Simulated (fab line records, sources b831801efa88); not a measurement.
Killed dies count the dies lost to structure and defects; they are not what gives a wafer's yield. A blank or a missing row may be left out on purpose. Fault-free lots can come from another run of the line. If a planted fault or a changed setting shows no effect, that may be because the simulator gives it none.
Which tool was responsible? | flow sky130 | Sampling: 12 lots, 36 wafers, 4 of 708 route steps

== WHAT THE GAUGES READ, wafer by wafer ==
SKY_VIA2_RS_MEAS_22: measurement is done with a four-point probe.
lot  | measured     | on           | VIA2_W_RS (ohm/sq)
L362 | day 36 17:14 | filmMetro-01 | 0.2706 0.2739 0.2725
L363 | day 36 21:48 | filmMetro-04 | 0.2733 0.2756 0.2732
L366 | day 38 07:08 | filmMetro-01 | 0.2789 0.2757 0.2770
L367 | day 38 13:56 | filmMetro-01 | 0.2770 0.2749 0.2782
L369 | day 38 17:41 | filmMetro-01 | 0.2741 0.2762 0.2717
L370 | day 39 06:47 | filmMetro-01 | 0.2736 0.2757 0.2721
L371 | day 39 11:45 | filmMetro-04 | 0.2741 0.2729 0.2755
L372 | day 39 16:23 | filmMetro-04 | 0.2679 0.2695 0.2712
L376 | day 40 19:11 | filmMetro-04 | 0.2756 0.2743 0.2722
L383 | day 42 19:51 | filmMetro-04 | 0.2678 0.2698 0.2682
L382 | day 42 21:03 | filmMetro-03 | 0.2699 0.2667 0.2717
L385 | day 43 01:41 | filmMetro-04 | 0.2711 0.2695 0.2746

SKY_METAL4_OVL_MEAS_14.
lot  | measured     | on         | METAL4_OVL (nm)
L362 | day 42 03:04 | overlay-01 | -2 -4 6
L363 | day 42 10:50 | overlay-01 | -11 -10 -11
L366 | day 43 14:47 | overlay-02 | -15 -7 -13
L367 | day 43 21:08 | overlay-02 | -1 3 -5
L369 | day 43 22:34 | overlay-01 | 2 1 -7
L370 | day 44 09:47 | overlay-02 | -8 -7 -1
L371 | day 44 16:08 | overlay-02 | 6 5 1
L372 | day 44 19:47 | overlay-02 | 2 2 7
L376 | day 45 20:02 | overlay-01 | -11 1 -7
L383 | day 47 12:31 | overlay-01 | -12 -6 -2
L382 | day 47 15:00 | overlay-02 | -3 -9 -1
L385 | day 47 18:24 | overlay-01 | 3 -1 -1

== WHICH TOOL RAN EACH LOT (tool, then ch and the chambers of the sampled wafers, then the start) ==
lot  | SKY_METAL2_SPUTTER_01       | SKY_METAL2_STRIP_20
L362 | pvdSputter-02, day 34 09:19 | plasmaAsher-01 ch 0,1, day 35 12:31
L363 | pvdSputter-02, day 34 15:00 | plasmaAsher-01 ch 0,1, day 35 17:45
L366 | pvdSputter-04, day 36 00:22 | plasmaAsher-01 ch 0,1, day 37 03:01
L367 | pvdSputter-01, day 36 07:31 | plasmaAsher-04 ch 0,1, day 37 10:19
L369 | pvdSputter-02, day 36 10:56 | plasmaAsher-01 ch 0,1, day 37 13:36
L370 | pvdSputter-01, day 37 01:23 | plasmaAsher-04 ch 0,1, day 38 03:31
L371 | pvdSputter-01, day 37 06:45 | plasmaAsher-02 ch 0,1, day 38 08:46
L372 | pvdSputter-01, day 37 10:19 | plasmaAsher-02 ch 0, day 38 12:03
L376 | pvdSputter-01, day 38 15:20 | plasmaAsher-04 ch 0,1, day 39 16:46
L383 | pvdSputter-04, day 40 17:36 | plasmaAsher-04 ch 1, day 41 17:45
L382 | pvdSputter-02, day 40 18:30 | plasmaAsher-04 ch 0,1, day 41 19:07
L385 | pvdSputter-01, day 40 23:40 | plasmaAsher-02 ch 1, day 41 23:52
- SKY_METAL2_SPUTTER_01: material TiN, target thk 20 nm, time 16.7 s.
- SKY_METAL2_STRIP_20: strips in O2/N2.

== WHAT THE TOOLS THEMSELVES READ (means of the sampled wafers that have a number; where no wafer has one, the mark that the record gives instead) ==
SKY_METAL2_SPUTTER_01.
lot  | tool          | throttleValvePct (%)
L362 | pvdSputter-02 | 29.6
L363 | pvdSputter-02 | 30.9
L366 | pvdSputter-04 | 29.3
L367 | pvdSputter-01 | 28.7
L369 | pvdSputter-02 | 30.4
L370 | pvdSputter-01 | 29.7
L371 | pvdSputter-01 | 30.4
L372 | pvdSputter-01 | 28.4
L376 | pvdSputter-01 | 31.2
L383 | pvdSputter-04 | 29.4
L382 | pvdSputter-02 | 29.8
L385 | pvdSputter-01 | 30.1

SKY_METAL2_STRIP_20.
lot  | tool           | drypumpMotorCurrentA (A) | n2FlowSccm (sccm) | oesProductAu (a.u.) | stripTimeToEndpointS (s)
L362 | plasmaAsher-01 | 5.30                     | 299.7             | 0.348               | 2.71
L363 | plasmaAsher-01 | 5.26                     | 300.1             | 0.345               | 2.74
L366 | plasmaAsher-01 | 5.30                     | 299.6             | 0.345               | 2.69
L367 | plasmaAsher-04 | 5.22                     | 300.7             | 0.344               | 2.73
L369 | plasmaAsher-01 | 5.27                     | 299.6             | 0.347               | 2.75
L370 | plasmaAsher-04 | 5.20                     | 300.2             | 0.340               | 2.71
L371 | plasmaAsher-02 | 5.50                     | 299.9             | 0.349               | 2.74
L372 | plasmaAsher-02 | 5.71                     | 299.8             | 0.345               | 2.71
L376 | plasmaAsher-04 | 5.18                     | 299.5             | 0.350               | 2.81
L383 | plasmaAsher-04 | 5.17                     | 299.3             | 0.345               | 2.65
L382 | plasmaAsher-04 | 5.23                     | 299.8             | 0.344               | 2.71
L385 | plasmaAsher-02 | 5.39                     | 299.2             | 0.345               | 2.66

== THE ANSWER, worked out from the rows above alone ==
Rule: the usual values come from the lots themselves. Put in order of their means at a reading, lots are off if they are a third of the lots or fewer, leave a main group of 4 or more, and stand apart from it by a gap of 3 or more times the standard deviation of the main group's means; of several such gaps the widest counts. The tables above print the reading to a certain number of digits; a main group whose means all agree to those digits is not used. A lot without any number at a reading at which 4 lots or more have one is off too. The other lots that the step has rows for count as sound. The gauges are gone through in route order, then the tools' own readings, and for those a lot's mean is taken as printed above. At the first step where some lot is off, the reading lying furthest off is the one used; lots without a number count as furthest.
No lot is off at any reading shown: from this, nothing can be told.

== WHAT THE SIMULATOR PUT IN ==
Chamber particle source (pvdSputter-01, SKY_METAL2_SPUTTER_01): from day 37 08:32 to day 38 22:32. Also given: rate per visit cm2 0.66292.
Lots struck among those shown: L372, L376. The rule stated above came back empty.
